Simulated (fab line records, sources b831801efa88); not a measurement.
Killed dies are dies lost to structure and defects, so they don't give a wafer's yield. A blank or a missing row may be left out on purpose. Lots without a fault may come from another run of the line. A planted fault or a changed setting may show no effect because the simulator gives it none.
Which tool did it? | flow gf180mcu | 14 lots, 42 wafers sampled, at 4 steps of a route of 602

WHAT THE GAUGES READ, wafer by wafer
GF_VT_IMPLANT_OVL_MEAS_29. Usual: VT_IMPLANT_02_OVL -1.3 nm, standard deviation 1.2.
lot  | measured     | on         | VT_IMPLANT_02_OVL (nm) | flag
L482 | day 7 09:19  | overlay-02 | -1.5 -1.0 -1.7         |
L485 | day 8 06:40  | overlay-02 | -1.3 -0.9 -2.7         |
L486 | day 8 11:46  | overlay-02 | -1.7 -1.9 -2.2         |
L487 | day 8 18:46  | overlay-01 | 0.2 1.2 1.7            |
L489 | day 9 07:26  | overlay-02 | -1.7 -0.4 -0.3         |
L490 | day 9 17:25  | overlay-01 | -2.3 -1.4 -1.5         |
L491 | day 9 20:16  | overlay-01 | 1.4 1.6 1.7            |
L492 | day 10 03:47 | overlay-01 | -2.3 -1.6 -0.6         |
L493 | day 10 10:46 | overlay-02 | 1.1 0.5 0.3            |
L496 | day 11 06:31 | overlay-02 | -1.3 -0.6 -2.0         |
L497 | day 11 11:58 | overlay-01 | -3.1 -1.3 -1.8         |
L498 | day 11 17:16 | overlay-02 | -2.0 -0.8 -1.4         |
L502 | day 12 20:56 | overlay-01 | -2.6 -3.4 -2.9         |
L503 | day 13 00:37 | overlay-01 | -0.4 -0.9 -1.2         |

GF_POLY_GATE_OVL_MEAS_11. Usual: POLY_GATE_OVL -1 nm, standard deviation 5.4.
lot  | measured     | on         | POLY_GATE_OVL (nm) | flag
L482 | day 9 19:49  | overlay-01 | 1 -2 -4            |
L485 | day 10 16:23 | overlay-02 | 1 -1 4             |
L486 | day 10 22:38 | overlay-01 | -2 3 2             |
L487 | day 11 04:14 | overlay-02 | -4 -2 -3           |
L489 | day 11 20:14 | overlay-01 | 2 3 1              |
L490 | day 12 04:55 | overlay-01 | -7 -5 -8           |
L491 | day 12 09:22 | overlay-02 | 8 7 6              |
L492 | day 12 15:18 | overlay-02 | -8 -8 -8           |
L493 | day 13 01:25 | overlay-01 | 8 8 5              |
L498 | day 14 13:19 | overlay-02 | 3 5 8              |
L502 | day 15 20:24 | overlay-01 | 6 2 3              |
L503 | day 15 23:02 | overlay-02 | -6 -4 -2           |

WHICH TOOL RAN EACH LOT (tool, then ch and the chambers of the sampled wafers, then the start)
lot  | GF_DUAL_GATE_STRIP_13                | GF_DUAL_GATE_OXIDATION_15
L482 | plasma_asher-01 ch 0,1, day 8 22:46  | furnace-01 ch 0, day 8 23:31
L485 | plasma_asher-03 ch 0,1, day 9 19:08  | furnace-02 ch 0, day 9 19:31
L486 | plasma_asher-02 ch 0,1, day 10 00:17 | furnace-02 ch 0, day 10 01:04
L487 | plasma_asher-03 ch 0,1, day 10 06:44 | furnace-01 ch 0, day 10 06:53
L489 | plasma_asher-01 ch 0,1, day 10 20:10 | furnace-02 ch 0, day 10 20:17
L490 | plasma_asher-02 ch 0,1, day 11 07:40 | furnace-02 ch 0, day 11 07:50
L491 | plasma_asher-02 ch 0,1, day 11 11:13 | furnace-01 ch 0, day 11 11:22
L492 | plasma_asher-02 ch 0,1, day 11 17:46 | furnace-02 ch 0, day 11 17:53
L493 | plasma_asher-02 ch 0,1, day 12 02:13 | furnace-02 ch 0, day 12 02:31
L496 | plasma_asher-01 ch 1, day 13 00:25   | furnace-02, day 13 00:36
L497 | plasma_asher-03 ch 0,1, day 13 09:49 | furnace-02, day 13 09:58
L498 | plasma_asher-03 ch 0,1, day 13 12:07 | furnace-02 ch 0, day 13 12:55
L502 | plasma_asher-02 ch 0,1, day 14 18:25 | furnace-02 ch 0, day 14 19:31
L503 | plasma_asher-01 ch 0,1, day 14 22:07 | furnace-02 ch 0, day 14 22:19
- GF_DUAL_GATE_STRIP_13: strips in O2/N2.
- GF_DUAL_GATE_OXIDATION_15: stabilise 600 s, purge 300 s, target thk 7.098 nm.

WHAT THE TOOLS THEMSELVES READ (means of the sampled wafers that have a number; where no wafer has one, the mark that the record gives instead)
GF_DUAL_GATE_STRIP_13. Usual: drypump_motor_current_A 5.64 A, standard deviation 0.3; heater_power_w 324 W, standard deviation 7.8; oes_product_au 0.717 a.u., standard deviation 0.0044; strip_time_to_endpoint_s 12.64 s, standard deviation 0.032.
lot  | tool            | drypump_motor_current_A (A) | heater_power_w (W) | oes_product_au (a.u.) | strip_time_to_endpoint_s (s) | flag
L482 | plasma_asher-01 | 5.39                        | 318                | 0.717                 | 12.66                        |
L485 | plasma_asher-03 | 5.68                        | 331                | 0.714                 | 12.62                        |
L486 | plasma_asher-02 | 5.64                        | 324                | 0.715                 | 12.65                        |
L487 | plasma_asher-03 | 5.68                        | 335                | 0.715                 | 12.59                        |
L489 | plasma_asher-01 | 5.45                        | 316                | 0.715                 | 12.65                        |
L490 | plasma_asher-02 | 5.65                        | 323                | 0.717                 | 12.63                        |
L491 | plasma_asher-02 | 5.74                        | 321                | 0.718                 | 12.64                        |
L492 | plasma_asher-02 | 5.64                        | 321                | 0.719                 | 12.66                        |
L493 | plasma_asher-02 | 5.65                        | 321                | 0.715                 | 12.63                        |
L496 | plasma_asher-01 | 5.31                        | 326                | 0.720                 | 12.67                        |
L497 | plasma_asher-03 | 5.68                        | 333                | 0.713                 | 12.65                        |
L498 | plasma_asher-03 | 5.69                        | 330                | 0.718                 | 12.65                        |
L502 | plasma_asher-02 | 5.66                        | 320                | 0.718                 | 12.64                        |
L503 | plasma_asher-01 | 5.39                        | 322                | 0.721                 | 12.61                        |

GF_DUAL_GATE_OXIDATION_15. Usual: ox_temp_c 850.0 C, standard deviation 0.36; ox_temp_c_max 854.1, standard deviation 2.1; zone_power_centre_pct 18.2 %, standard deviation 0.93.
lot  | tool       | ox_temp_c (C) | ox_temp_c_max | zone_power_centre_pct (%) | flag
L482 | furnace-01 | 850.2         | 859.2         | 16.8                      |
L485 | furnace-02 | 849.9         | 852.4         | 18.6                      |
L486 | furnace-02 | 849.9         | 852.5         | 18.8                      |
L487 | furnace-01 | 849.8         | 856.5         | 16.8                      |
L489 | furnace-02 | 849.7         | 852.8         | 18.7                      |
L490 | furnace-02 | 849.9         | 852.7         | 18.9                      |
L491 | furnace-01 | 849.8         | 857.3         | 16.9                      |
L492 | furnace-02 | 850.0         | 852.7         | 18.9                      |
L493 | furnace-02 | 849.8         | 852.6         | 18.8                      |
L496 | furnace-02 | -             | -             | -                         | OFF
L497 | furnace-02 | -             | -             | -                         | OFF
L498 | furnace-02 | 850.6         | 853.2         | 18.8                      |
L502 | furnace-02 | 850.0         | 853.0         | 18.8                      |
L503 | furnace-02 | 849.9         | 852.4         | 19.0                      |

THE ANSWER, worked out from the rows above alone
Rule: a lot is off if the mean of its wafers that have a number lies more than 3 standard deviations from the usual mean. A lot without any number at a reading at which 4 lots or more have one is off too. The other lots that the step has rows for count as sound. The gauges are gone through in route order, then the tools' own readings, and for those a lot's mean is taken as printed above. The first step at which some lot is off is used, and at that step the reading that is off furthest; a lot without a number counts as furthest.
Off: L496, L497, at GF_DUAL_GATE_OXIDATION_15 (ox_temp_c). Without a number there: L496, L497.
A tool fits if, at that step or a process step before it, it ran every lot that is off, and no sound lot after the first of them. None of those tried fits.

WHAT THE SIMULATOR HAD PUT IN
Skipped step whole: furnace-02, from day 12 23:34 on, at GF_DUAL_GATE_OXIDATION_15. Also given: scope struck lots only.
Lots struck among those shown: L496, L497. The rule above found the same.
